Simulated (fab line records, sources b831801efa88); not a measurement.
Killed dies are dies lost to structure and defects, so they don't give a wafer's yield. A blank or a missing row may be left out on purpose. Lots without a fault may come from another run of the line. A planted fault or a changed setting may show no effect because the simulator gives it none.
Chamber matching | flow gf180mcu | GF_MIM_CVD_05 on pecvd-04: 3 sister chambers
The step deposits Si3N4, target thk 42 nm, time 29.086 s. 3 wafers are shown with their chamber, then 9 later ones without.

WAFERS WITH THEIR CHAMBER
wafer  | chamber | heater_power_w (W)
L085.1 | 2       | 672
L086.4 | 0       | 746
L086.5 | 1       | 795

WAFERS WITHOUT THEIR CHAMBER
wafer  | heater_power_w (W)
L087.1 | 840
L087.2 | 757
L087.6 | 745
L094.1 | 696
L094.3 | 804
L094.4 | 788
L096.1 | 774
L096.3 | 738
L096.4 | 752

WHICH CHAMBER EACH WENT THROUGH
wafer  | from the rows above     | in truth
L087.1 | 1                       | 1
L087.2 | can't be placed: 0 or 1 | 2
L087.6 | 0                       | 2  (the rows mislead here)
L094.1 | can't be placed: 2 or 0 | 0
L094.3 | 1                       | 1
L094.4 | can't be placed: 1 or 0 | 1
L096.1 | can't be placed: 1 or 0 | 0
L096.3 | 0                       | 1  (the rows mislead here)
L096.4 | can't be placed: 0 or 1 | 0
Placed correctly: 2 of 9. Can't be placed from these rows: 5 (the true chamber is among the candidates in 4). Placed wrongly: 2.
How it was worked out, from the rows above alone: a wafer's distance from a chamber is the root of the sum, over the readings, of the square of ((its reading less the chamber's mean) divided by the reading's scatter). The wafer belongs to the nearest chamber; if the next one is less than 2 further off, it can't be placed. A chamber's mean is the mean of its shown wafers. The scatter: with one shown wafer a chamber, the root of the mean of the squares of how far each hidden wafer lies from its nearest shown one.
